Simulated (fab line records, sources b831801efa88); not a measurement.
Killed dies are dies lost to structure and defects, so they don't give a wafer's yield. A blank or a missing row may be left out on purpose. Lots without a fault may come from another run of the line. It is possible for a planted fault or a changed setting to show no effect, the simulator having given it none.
Struck lot and sound lot, side by side	flow sky130	35 steps out of a route of 708
Sound: wafers L175.2, L175.3, L175.4. Struck: wafer L165.5. (L165.4, L165.6 of the same lot were not struck and are left out.) The cause comes at the end.
Per side, at each step with rows, come the tool, then ch with its chambers, and then its first start. Under that, the readings that differ: sound wafers	struck wafers	difference of the means	sigmas: that difference in standard deviations of wafers without a fault.
alike: readings with means less than 2 such deviations apart, plus words and numbers identical on both sides. not compared: withheld readings, readings lacking a value on some wafer, bounds such as >300 that could conceal the same value, and numbers that have no deviation in the record and whose values overlap.
The two part at a step that has a row with sigmas, a row that says differs or no value, or rows on one side only. When numbers do not overlap yet have no deviation, they are printed without sigmas and do not part them. A reading missing from all wafers of one side parts the sides only when that side holds two or more wafers.

first, 10 steps without rows for these wafers: SKY_VIA3_DEHYDRATE_04 (time 60 s); SKY_VIA3_HMDS_05 (prime time 60 s); SKY_VIA3_COAT_06 (resist thk 60 nm); SKY_VIA3_COAT_07 (resist thk 450 nm); SKY_VIA3_SOFTBAKE_08 (time 90 s); SKY_VIA3_EXPOSE_09 (exposes mask VIM3, target cd 200 nm); SKY_VIA3_PEB_10; SKY_VIA3_DEVELOP_11 (develop time 60 s); SKY_VIA3_ETCH_14 (etches BARC in N2/H2, stops on SiO2, time 45.9 s, target depth 60 nm); SKY_VIA3_ETCH_15 (etches SiO2 in C4F8/O2/Ar, stops on TiN, target depth 507 nm, time 78 s).
SKY_VIA3_STRIP_16: strips in O2/N2.
  sound on plasma asher-02 ch 0,1, day 44 19:12; struck on plasma asher-01 ch 1, day 41 23:08
  alike: drypump motor current A, oes product au, strip time to endpoint s
  not compared: rf hours counter h
then, 23 steps without rows for these wafers: SKY_VIA3_STRIP_17 (strips in post etch residue remover, time 1200 s); SKY_VIA3_CLEAN_18 (cleans in IPA, time 180 s); SKY_VIA3_CLEAN_19 (cleans in O3/DIW); SKY_VIA3_SPUTTER_20 (material TiN, target thk 20 nm, time 80 s); SKY_VIA3_CVD_21 (deposits W, target thk 390 nm, time 117.31 s); SKY_VIA3_CMP_24 (polishes, stops on SiO2, t overpolish 20 s, target thk 0 nm); SKY_METAL4_SPUTTER_00 (material Ti, target thk 15 nm, time 10 s); SKY_METAL4_SPUTTER_01 (material TiN, target thk 20 nm, time 16.44 s); SKY_METAL4_SPUTTER_02 (material AlCu, target thk 735 nm, time 39.1 s); SKY_METAL4_SPUTTER_03 (material Ti, target thk 5 nm, time 3.3 s); SKY_METAL4_SPUTTER_04 (material TiN, target thk 70 nm, time 58.3 s); SKY_CAP2M_CVD_00 (deposits SiO2, target thk 15.5 nm); SKY_CAP2M_SPUTTER_02 (material TiN, target thk 200 nm, time 166.7 s); SKY_CAP2M_DEHYDRATE_05 (time 60 s); SKY_CAP2M_HMDS_06 (prime time 60 s); SKY_CAP2M_COAT_07 (resist thk 1140 nm); SKY_CAP2M_SOFTBAKE_08 (time 60 s); SKY_CAP2M_EXPOSE_09 (exposes mask CAP2M, target cd 1000 nm); SKY_CAP2M_PEB_10; SKY_CAP2M_DEVELOP_11 (develop time 60 s); SKY_CAP2M_METAL_ETCH_13 (etches TiN in Cl2/BCl3, stops on SiO2, target depth 220 nm, time 62.9 s); SKY_CAP2M_STRIP_14 (strips in O2/N2); SKY_CAP2M_STRIP_15 (strips in post etch residue remover, time 1200 s).
-- the record jumps here: 6 days lie between the struck wafers' starts before and after (it left off in module CAP2M and takes up again in module PAD_OPEN, whose first step shown is number 708 of the route) --
SKY_PAD_OPEN_PROBE_99:
  sound on prober-01 at day 49 22:39; struck on prober-01 at day 47 17:54
reading	sound	struck	difference	sigmas
defect limited yield (%)	78.9 84.1 83.9	72.0	-10.3	-5
killed_at_M0_to_M3	49 47 46	104	+57	+8
killed_at_M4_up	8 4 1	1	-3	-2
killed dies	104 78 79	138	+51	+5
sort_bin_3_pad_short (%)	1.6 0.8 0.8	3.0	+1.9	+4
sort_bin_5_function (%)	12.0 10.6 10.0	17.1	+6.2	+4
sort n pass	388 414 413	354	-51	-5
sort yield pct (%)	78.9 84.1 83.9	72.0	-10.3	-5
model.etest.tester.sort n pass	388 414 413	354	-51	
model.etest.tester.sort yield pct (%)	78.86 84.15 83.94	71.95	-10.37	
model.etest.tester.sort_bin_5_pct (%)	11.99 10.57 9.959	17.07	+6.23	
model.etest.tester.sort_bin_3_pct (%)	1.626 0.813 0.813	3.049	+1.965	
  alike: killed at contacts, killed at front end, killed at other, killed open, killed short, sort_bin_6_memory

WHERE THEY PART
At SKY_PAD_OPEN_PROBE_99 and nowhere else, as far as this record goes.

WHY: what had been put in by the simulator
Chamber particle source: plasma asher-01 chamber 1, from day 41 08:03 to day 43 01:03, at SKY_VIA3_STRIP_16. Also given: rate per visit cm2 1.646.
